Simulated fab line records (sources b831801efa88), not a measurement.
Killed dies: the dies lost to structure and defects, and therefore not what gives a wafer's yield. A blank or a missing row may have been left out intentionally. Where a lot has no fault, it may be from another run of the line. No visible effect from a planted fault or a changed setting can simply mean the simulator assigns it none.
Which tool was responsible? -- flow gf180mcu -- 10 lots with 30 wafers sampled at 6 steps, on a route of 602 steps

## WHAT THE GAUGES READ, wafer by wafer
GF_VT_IMPLANT_TW_MEAS_21. Usual: for VT_IMPLANT_2_TW the level is 1212 and the standard deviation is 9.8.
lot,measured,on,VT_IMPLANT_2_TW,flag
L880,day 6 16:58,film-metro-03,1218 1210 1215,
L883,day 7 18:06,film-metro-03,1209 1208 1209,
L884,day 7 23:29,film-metro-02,1218 1206 1216,
L895,day 10 18:20,film-metro-03,30 31 30,OFF
L896,day 10 23:08,film-metro-02,30 30 30,OFF
L897,day 11 03:52,film-metro-02,30 30 30,OFF
L898,day 11 11:29,film-metro-02,1223 1217 1221,
L899,day 11 18:42,film-metro-04,1202 1198 1196,
L900,day 12 02:12,film-metro-04,1205 1200 1199,
L901,day 12 10:38,film-metro-03,1221 1220 1214,

## TOOL THAT RAN EACH LOT (tool first, then ch and the chambers of the sampled wafers, then the start)
lot,GF_STI_STRIP_15,GF_LVPWELL_STRIP_10,GF_MVSD_STRIP_10,GF_VT_IMPLANT_STRIP_09,GF_VT_IMPLANT_STRIP_20
L880,"plasma-asher-04 ch 0,1, day 2 11:04","plasma-asher-03 ch 0,1, day 4 06:51","plasma-asher-02 ch 0,1, day 4 21:07","plasma-asher-01 ch 0,1, day 6 01:21","plasma-asher-01 ch 0,1, day 6 16:51"
L883,"plasma-asher-02 ch 0,1, day 3 03:18","plasma-asher-03 ch 0,1, day 5 05:46","plasma-asher-02 ch 0,1, day 5 20:40","plasma-asher-03 ch 0,1, day 7 03:06","plasma-asher-03 ch 0,1, day 7 18:00"
L884,"plasma-asher-04 ch 0,1, day 3 09:00","plasma-asher-04 ch 0,1, day 5 08:52","plasma-asher-02 ch 0,1, day 5 23:58","plasma-asher-02 ch 0,1, day 7 07:21","plasma-asher-03 ch 0,1, day 7 23:23"
L895,"plasma-asher-01 ch 0,1, day 5 17:34","plasma-asher-04 ch 0, day 7 20:21","plasma-asher-02 ch 0,1, day 8 13:35","plasma-asher-02 ch 0,1, day 10 00:14","plasma-asher-03 ch 0,1, day 10 18:14"
L896,"plasma-asher-04 ch 0,1, day 5 22:23","plasma-asher-03 ch 0,1, day 8 00:36","plasma-asher-01 ch 0,1, day 8 17:43","plasma-asher-03 ch 0,1, day 10 04:41","plasma-asher-03 ch 0,1, day 10 23:03"
L897,"plasma-asher-04 ch 0,1, day 6 02:10","plasma-asher-01 ch 0,1, day 8 05:58","plasma-asher-01 ch 1, day 8 22:47","plasma-asher-02 ch 0,1, day 10 09:27","plasma-asher-03 ch 0,1, day 11 03:45"
L898,"plasma-asher-02 ch 0,1, day 6 08:48","plasma-asher-01 ch 0,1, day 8 13:24","plasma-asher-02 ch 0,1, day 9 05:46","plasma-asher-03 ch 0,1, day 10 17:17","plasma-asher-01 ch 0,1, day 11 11:22"
L899,"plasma-asher-02 ch 0,1, day 6 13:58","plasma-asher-01 ch 0,1, day 8 18:22","plasma-asher-04 ch 0,1, day 9 11:41","plasma-asher-03 ch 0,1, day 10 23:55","plasma-asher-03 ch 0,1, day 11 18:36"
L900,"plasma-asher-04 ch 0,1, day 6 18:23","plasma-asher-01 ch 0,1, day 9 00:44","plasma-asher-01 ch 0,1, day 9 18:22","plasma-asher-03 ch 0,1, day 11 06:55","plasma-asher-03 ch 0,1, day 12 02:07"
L901,"plasma-asher-02 ch 0,1, day 7 00:16","plasma-asher-04 ch 0,1, day 9 07:51","plasma-asher-02 ch 0, day 10 01:16","plasma-asher-03 ch 0,1, day 11 14:50","plasma-asher-01 ch 0, day 12 10:32"
- GF_STI_STRIP_15: strips in O2/N2.
- GF_LVPWELL_STRIP_10: strips in O2/N2.
- GF_MVSD_STRIP_10: strips in O2/N2.
- GF_VT_IMPLANT_STRIP_09: strips in O2/N2.
- GF_VT_IMPLANT_STRIP_20: strips in O2/N2.

## WHAT THE TOOLS THEMSELVES READ (means of the sampled wafers that have a number; where no wafer has one, the mark that the record gives instead)
GF_STI_STRIP_15. Usual: chamber-pressure-mTorr 1500.0 mTorr, standard deviation 1.4; drypump-motor-current-A 5.6 A, standard deviation 0.51; heater-power-w 340 W, standard deviation 38; oes-product-au 0.383 a.u., standard deviation 0.0045; strip-time-to-endpoint-s 3.71 s, standard deviation 0.047.
lot,tool,chamber-pressure-mTorr (mTorr),drypump-motor-current-A (A),heater-power-w (W),oes-product-au (a.u.),strip-time-to-endpoint-s (s),flag
L880,plasma-asher-04,1498.8,5.8,362,0.379,3.69,
L883,plasma-asher-02,1501.1,5.3,362,0.383,3.68,
L884,plasma-asher-04,1500.1,6.2,370,0.383,3.71,
L895,plasma-asher-01,1500.1,5.4,286,0.387,3.73,
L896,plasma-asher-04,1499.3,5.8,364,0.387,3.73,
L897,plasma-asher-04,1499.7,6.2,372,0.382,3.63,
L898,plasma-asher-02,1500.5,5.4,358,0.383,3.76,
L899,plasma-asher-02,1498.3,5.5,370,0.383,3.68,
L900,plasma-asher-04,1500.6,6.2,371,0.391,3.76,
L901,plasma-asher-02,1499.9,5.4,360,0.380,3.71,

GF_LVPWELL_STRIP_10. Usual: chamber-pressure-mTorr 1500.1 mTorr, standard deviation 1.4; drypump-motor-current-A 5.6 A, standard deviation 0.5; heater-power-w 319 W, standard deviation 39; oes-product-au 0.722 a.u., standard deviation 0.0048; strip-time-to-endpoint-s 36.93 s, standard deviation 0.1.
lot,tool,chamber-pressure-mTorr (mTorr),drypump-motor-current-A (A),heater-power-w (W),oes-product-au (a.u.),strip-time-to-endpoint-s (s),flag
L880,plasma-asher-03,1499.0,5.5,360,0.725,36.79,
L883,plasma-asher-03,1499.8,5.6,345,0.723,36.95,
L884,plasma-asher-04,1500.4,6.2,363,0.726,36.77,
L895,plasma-asher-04,1500.2,6.5,379,0.720,36.85,
L896,plasma-asher-03,1498.7,5.6,323,0.721,36.83,
L897,plasma-asher-01,1500.9,5.7,289,0.722,36.92,
L898,plasma-asher-01,1499.8,5.7,297,0.724,37.08,
L899,plasma-asher-01,1500.2,5.4,282,0.723,36.85,
L900,plasma-asher-01,1501.0,5.7,295,0.725,36.83,
L901,plasma-asher-04,1501.0,6.2,370,0.724,36.95,

GF_MVSD_STRIP_10. Usual: chamber-pressure-mTorr 1499.8 mTorr, standard deviation 1.4; drypump-motor-current-A 5.6 A, standard deviation 0.47; heater-power-w 337 W, standard deviation 39; oes-product-au 0.722 a.u., standard deviation 0.0046; strip-time-to-endpoint-s 36.92 s, standard deviation 0.1.
lot,tool,chamber-pressure-mTorr (mTorr),drypump-motor-current-A (A),heater-power-w (W),oes-product-au (a.u.),strip-time-to-endpoint-s (s),flag
L880,plasma-asher-02,1499.5,5.3,363,0.724,36.96,
L883,plasma-asher-02,1499.7,5.4,363,0.721,36.89,
L884,plasma-asher-02,1498.7,5.5,365,0.727,37.03,
L895,plasma-asher-02,1498.6,5.3,358,0.720,37.01,
L896,plasma-asher-01,1501.8,5.7,294,0.728,36.90,
L897,plasma-asher-01,1501.0,6.1,313,0.725,36.87,
L898,plasma-asher-02,1500.5,5.3,362,0.722,37.02,
L899,plasma-asher-04,1499.1,6.2,373,0.719,37.04,
L900,plasma-asher-01,1500.0,5.3,286,0.721,36.94,
L901,plasma-asher-02,1500.6,5.5,367,0.722,36.81,

GF_VT_IMPLANT_STRIP_09. Usual: chamber-pressure-mTorr 1500.0 mTorr, standard deviation 1.4; drypump-motor-current-A 5.52 A, standard deviation 0.29; heater-power-w 331 W, standard deviation 33; oes-product-au 0.716 a.u., standard deviation 0.0047; strip-time-to-endpoint-s 12.63 s, standard deviation 0.039.
lot,tool,chamber-pressure-mTorr (mTorr),drypump-motor-current-A (A),heater-power-w (W),oes-product-au (a.u.),strip-time-to-endpoint-s (s),flag
L880,plasma-asher-01,1500.7,5.34,284,0.712,12.66,
L883,plasma-asher-03,1500.3,5.62,324,0.714,12.59,
L884,plasma-asher-02,1499.3,5.31,365,0.714,12.61,
L895,plasma-asher-02,-,-,-,-,-,OFF
L896,plasma-asher-03,-,-,-,-,-,OFF
L897,plasma-asher-02,-,-,-,-,-,OFF
L898,plasma-asher-03,1501.5,5.61,319,0.721,12.64,
L899,plasma-asher-03,1500.9,5.63,322,0.717,12.66,
L900,plasma-asher-03,1500.6,5.64,324,0.714,12.69,
L901,plasma-asher-03,1498.3,5.62,324,0.708,12.73,

GF_VT_IMPLANT_STRIP_20. Usual: chamber-pressure-mTorr 1500.0 mTorr, standard deviation 1.2; drypump-motor-current-A 5.5 A, standard deviation 0.35; heater-power-w 326 W, standard deviation 35; oes-product-au 0.716 a.u., standard deviation 0.0044; strip-time-to-endpoint-s 12.63 s, standard deviation 0.03.
lot,tool,chamber-pressure-mTorr (mTorr),drypump-motor-current-A (A),heater-power-w (W),oes-product-au (a.u.),strip-time-to-endpoint-s (s),flag
L880,plasma-asher-01,1499.5,5.7,292,0.715,12.67,
L883,plasma-asher-03,1500.1,5.7,322,0.716,12.64,
L884,plasma-asher-03,1499.6,5.6,324,0.721,12.62,
L895,plasma-asher-03,1500.1,5.6,325,0.717,27.56,OFF
L896,plasma-asher-03,1501.2,5.6,319,0.722,27.55,OFF
L897,plasma-asher-03,1500.1,5.5,344,0.722,27.68,OFF
L898,plasma-asher-01,1499.1,5.4,280,0.717,12.66,
L899,plasma-asher-03,1499.3,5.5,334,0.717,12.65,
L900,plasma-asher-03,1500.9,5.5,344,0.711,12.63,
L901,plasma-asher-01,1500.5,5.0,274,0.717,12.63,

## THE ANSWER, worked out from the rows above alone
Rule: lot off if the mean of its wafers having a number is beyond 3 standard deviations from the usual mean. Also off: a lot with no number at a reading for which 4 or more lots have one. All remaining lots with rows at the step are treated as sound. First the gauges in route order, then the tools' own readings, where a lot's mean is used as printed above. The first step at which some lot is off is used, and at that step the reading that is off furthest; a lot without a number counts as furthest.
Off: at GF_VT_IMPLANT_TW_MEAS_21 (VT_IMPLANT_2_TW), L895, L896, L897.
A tool fits if, at a process step before that reading, it ran every lot that is off, and no sound lot after the first of them. Not tried: the gauges at GF_VT_IMPLANT_TW_MEAS_21; whatever is off there is also off at GF_VT_IMPLANT_STRIP_09, on other tools, and gauge error can't account for it. Not one of the candidates tried fits.

## WHAT THE SIMULATOR HAD INSERTED
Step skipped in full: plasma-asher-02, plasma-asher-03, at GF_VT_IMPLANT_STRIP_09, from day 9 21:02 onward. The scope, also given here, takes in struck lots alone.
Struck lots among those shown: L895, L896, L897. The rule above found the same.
